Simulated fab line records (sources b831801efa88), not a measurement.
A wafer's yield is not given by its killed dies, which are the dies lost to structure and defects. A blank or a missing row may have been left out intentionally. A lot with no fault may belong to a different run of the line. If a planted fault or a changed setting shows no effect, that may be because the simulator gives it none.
The tool behind it: which one? + flow sky130 + Sampling: 11 lots, 33 wafers, 3 of 708 route steps

## WHAT EACH GAUGE READ, for each wafer
SKY_SD_N_RS_MEAS_17: uses a four-point probe to measure.
| lot  | measured     | on            | SD_P_RS (ohm/sq)  |
|------|--------------|---------------|-------------------|
| L208 | day 28 06:49 | film_metro-03 | 146.5 147.0 146.6 |
| L209 | day 28 10:17 | film_metro-04 | 146.7 146.9 147.1 |
| L212 | day 29 11:21 | film_metro-04 | 146.7 146.8 146.9 |
| L213 | day 29 20:53 | film_metro-03 | 146.5 146.9 146.5 |
| L214 | day 30 07:52 | film_metro-04 | 149.4 149.2 149.3 |
| L215 | day 30 16:39 | film_metro-01 | 149.6 149.1 149.3 |
| L225 | day 33 17:35 | film_metro-03 | 147.5 147.6 148.0 |
| L226 | day 34 05:49 | film_metro-04 | 146.9 146.8 147.6 |
| L228 | day 34 11:02 | film_metro-04 | 146.9 147.5 147.4 |
| L230 | day 35 04:11 | film_metro-01 | 146.9 147.5 147.4 |
| L231 | day 35 13:28 | film_metro-03 | 146.8 147.0 147.2 |

## EACH LOT AND THE TOOL THAT RAN IT (in order: tool; ch and the chambers of the sampled wafers; start)
| lot  | SKY_SD_P_IMPLANT_09             | SKY_SD_P_STRIP_10                    |
|------|---------------------------------|--------------------------------------|
| L208 | implanter-04 ch 0, day 25 21:35 | plasma_asher-01 ch 0,1, day 25 21:44 |
| L209 | implanter-04 ch 0, day 25 23:06 | plasma_asher-01 ch 0,1, day 25 23:15 |
| L212 | implanter-01 ch 0, day 27 03:15 | plasma_asher-04 ch 0,1, day 27 03:23 |
| L213 | implanter-04 ch 0, day 27 12:06 | plasma_asher-04 ch 0,1, day 27 12:15 |
| L214 | implanter-04 ch 0, day 27 22:28 | plasma_asher-02 ch 0,1, day 27 22:37 |
| L215 | implanter-04 ch 0, day 28 07:11 | plasma_asher-04 ch 0,1, day 28 07:19 |
| L225 | implanter-03 ch 0, day 31 10:14 | plasma_asher-01 ch 0,1, day 31 10:23 |
| L226 | implanter-04 ch 0, day 31 23:12 | plasma_asher-04 ch 0,1, day 31 23:21 |
| L228 | implanter-03 ch 0, day 32 05:35 | plasma_asher-02 ch 0,1, day 32 05:43 |
| L230 | implanter-03 ch 0, day 32 22:38 | plasma_asher-04 ch 0,1, day 32 22:45 |
| L231 | implanter-04 ch 0, day 33 06:21 | plasma_asher-01 ch 0,1, day 33 06:29 |
- SKY_SD_P_IMPLANT_09
- SKY_SD_P_STRIP_10: strips in O2/N2.

## THE ANSWER, worked out from the rows above alone
Rule: the usual values come from the lots themselves. The widest of any qualifying gaps counts: lots, ordered by their means at a reading, are off when they make up no more than a third of the lots, leave a main group of 4 or more, and stand apart from it by 3 or more times the standard deviation of that group's means. Not used: any main group whose means are identical at the precision the tables above print for the reading. A lot without any number at a reading at which 4 lots or more have one is off too. The other lots that the step has rows for count as sound.
Off: L214, L215, seen at SKY_SD_N_RS_MEAS_17 (SD_P_RS). For the main group the mean is 147.0 ohm/sq and the standard deviation 0.32.
If a tool, at a process step before that reading, ran all the lots that are off and no sound lot after the first of them, it fits. Gauges at SKY_SD_N_RS_MEAS_17: tried the same way as those tools. Of those tried, none fits.

## WHAT HAD BEEN PUT IN BY THE SIMULATOR
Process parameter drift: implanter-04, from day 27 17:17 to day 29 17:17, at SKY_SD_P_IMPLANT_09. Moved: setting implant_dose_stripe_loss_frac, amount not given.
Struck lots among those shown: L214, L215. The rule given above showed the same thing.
